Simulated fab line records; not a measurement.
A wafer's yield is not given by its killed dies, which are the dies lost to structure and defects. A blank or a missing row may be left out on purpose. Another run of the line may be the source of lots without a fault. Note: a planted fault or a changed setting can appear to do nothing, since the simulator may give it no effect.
Tool commonality check / flow sky130 / Sampled: 11 lots, 33 wafers

== REASON FOR OPENING ==
2 of 11 lots carry a flag on the reading CONTACT_W_RS at SKY_CONTACT_RS_MEAS_25. Fault-free wafers read 0.337 ohm/sq, with a standard deviation of 0.0047.
Rule: a lot is flagged when every wafer of it that has a number lies more than 4 standard deviations from that mean, or none has a number. The rest of the lots are taken to be sound.

lot=L993; measured=day 31 08:39; on=filmMetro-02; CONTACT_W_RS (ohm/sq), wafer by wafer=0.328 0.333 0.338; flag=
lot=L995; measured=day 32 16:41; on=filmMetro-01; CONTACT_W_RS (ohm/sq), wafer by wafer=0.339 0.343 0.341; flag=
lot=L100; measured=day 33 14:45; on=filmMetro-01; CONTACT_W_RS (ohm/sq), wafer by wafer=0.339 0.337 0.336; flag=
lot=L103; measured=day 34 23:28; on=filmMetro-02; CONTACT_W_RS (ohm/sq), wafer by wafer=58.263 57.888 57.988; flag=FLAGGED
lot=L104; measured=day 35 09:56; on=filmMetro-02; CONTACT_W_RS (ohm/sq), wafer by wafer=57.661 58.409 58.197; flag=FLAGGED
lot=L105; measured=day 35 15:10; on=filmMetro-02; CONTACT_W_RS (ohm/sq), wafer by wafer=0.342 0.340 0.341; flag=
lot=L111; measured=day 37 14:05; on=filmMetro-01; CONTACT_W_RS (ohm/sq), wafer by wafer=0.338 0.338 0.338; flag=
lot=L112; measured=day 37 17:07; on=filmMetro-01; CONTACT_W_RS (ohm/sq), wafer by wafer=0.339 0.335 0.337; flag=
lot=L113; measured=day 38 06:02; on=filmMetro-01; CONTACT_W_RS (ohm/sq), wafer by wafer=0.337 0.337 0.337; flag=
lot=L114; measured=day 39 09:39; on=filmMetro-01; CONTACT_W_RS (ohm/sq), wafer by wafer=0.348 0.343 0.342; flag=
lot=L116; measured=day 39 11:08; on=filmMetro-01; CONTACT_W_RS (ohm/sq), wafer by wafer=0.343 0.345 0.341; flag=
The numbers of the flagged lots are 58.068 ohm/sq on average: +57.731 ohm/sq against the usual, or +99 or more standard deviations.

== TOOL THAT RAN EACH LOT ==
The record holds 2 process steps before the reading, out of a route of 708 steps. Read each cell as the tool, then ch plus the chambers that the sampled wafers visited, then the start.
lot=L993; flag=; SKY_LI_CONTACT_CMP_24=cmp-02 ch 0,1, day 28 22:28; SKY_CONTACT_CVD_24=cvdW-02 ch 0,1, day 31 08:31
lot=L995; flag=; SKY_LI_CONTACT_CMP_24=cmp-02 ch 0,3, day 30 05:16; SKY_CONTACT_CVD_24=cvdW-01 ch 0,1, day 32 16:35
lot=L100; flag=; SKY_LI_CONTACT_CMP_24=cmp-01 ch 0,1,2, day 31 05:16; SKY_CONTACT_CVD_24=cvdW-01 ch 0,1, day 33 14:37
lot=L103; flag=FLAGGED; SKY_LI_CONTACT_CMP_24=cmp-02 ch 0,1,3, day 32 15:40; SKY_CONTACT_CVD_24=cvdW-01 ch 0,1, day 34 23:22
lot=L104; flag=FLAGGED; SKY_LI_CONTACT_CMP_24=cmp-01 ch 1,3, day 33 01:37; SKY_CONTACT_CVD_24=cvdW-01 ch 0,1, day 35 09:47
lot=L105; flag=; SKY_LI_CONTACT_CMP_24=cmp-01 ch 1,2, day 33 07:37; SKY_CONTACT_CVD_24=cvdW-01 ch 0,1, day 35 15:03
lot=L111; flag=; SKY_LI_CONTACT_CMP_24=cmp-02 ch 0,1, day 35 05:41; SKY_CONTACT_CVD_24=cvdW-01 ch 0,1, day 37 13:56
lot=L112; flag=; SKY_LI_CONTACT_CMP_24=cmp-02 ch 0,1,2, day 35 09:59; SKY_CONTACT_CVD_24=cvdW-01 ch 0,1, day 37 16:59
lot=L113; flag=; SKY_LI_CONTACT_CMP_24=cmp-02 ch 0,2,3, day 35 22:26; SKY_CONTACT_CVD_24=cvdW-01 ch 0, day 38 05:56
lot=L114; flag=; SKY_LI_CONTACT_CMP_24=cmp-02 ch 1,2,3, day 37 03:31; SKY_CONTACT_CVD_24=cvdW-01 ch 0,1, day 39 09:32
lot=L116; flag=; SKY_LI_CONTACT_CMP_24=cmp-02 ch 1,2,3, day 37 04:44; SKY_CONTACT_CVD_24=cvdW-01 ch 0,1, day 39 11:01
What the steps here do:
- SKY_LI_CONTACT_CMP_24: polishes, stops on PSG, t overpolish 20 s, target thk 0 nm.
- SKY_CONTACT_CVD_24: deposits W, target thk 340 nm, time 102.12 s.
- SKY_CONTACT_RS_MEAS_25: measures by four-point-probe.

== FLAGGED AGAINST TOTAL, ONE TOOL AT A TIME (gauges that did the reading follow at the end) ==
step=SKY_LI_CONTACT_CMP_24; tool=cmp-01; lots run=3; flagged=1; share of the flagged lots=some; sound lots run after its first flagged lot=1 (L105)
step=SKY_LI_CONTACT_CMP_24; tool=cmp-02; lots run=8; flagged=1; share of the flagged lots=some; sound lots run after its first flagged lot=5 (L111,L112,L113,L114,L116)
step=SKY_CONTACT_CVD_24; tool=cvdW-01; lots run=10; flagged=2; share of the flagged lots=all; sound lots run after its first flagged lot=6 (L105,L111,L112,L113,L114,L116)
step=SKY_CONTACT_CVD_24; tool=cvdW-02; lots run=1; flagged=0; share of the flagged lots=none; sound lots run after its first flagged lot=-
step=SKY_CONTACT_RS_MEAS_25; tool=filmMetro-01; lots run=7; flagged=0; share of the flagged lots=none; sound lots run after its first flagged lot=-
step=SKY_CONTACT_RS_MEAS_25; tool=filmMetro-02; lots run=4; flagged=2; share of the flagged lots=all; sound lots run after its first flagged lot=1 (L105)

== WHAT IS ALLOWED BY THE TABLE ==
2 rows of the table ran every flagged lot: cvdW-01 at SKY_CONTACT_CVD_24, filmMetro-02 at SKY_CONTACT_RS_MEAS_25.
- cvdW-01 at SKY_CONTACT_CVD_24 ran 10 lots, 2 of them flagged. Lots that were sound ran on it after the first flagged one (L105, L111, L112, L113, L114, L116); a persistent fault on the entire tool would not allow that. On the flagged lots its readings are blank where sound lots have values: chamberPressureTorr, heaterPowerOuterW, heaterPowerW.
- filmMetro-02 at SKY_CONTACT_RS_MEAS_25 ran 4 lots, 2 of them flagged. Lots that were sound ran on it after the first flagged one (L105); a persistent fault on the entire tool would not allow that.
Not one row of the table ran every flagged lot while running no sound lot after the first.

== WHAT THE SIMULATOR HAD INSERTED ==
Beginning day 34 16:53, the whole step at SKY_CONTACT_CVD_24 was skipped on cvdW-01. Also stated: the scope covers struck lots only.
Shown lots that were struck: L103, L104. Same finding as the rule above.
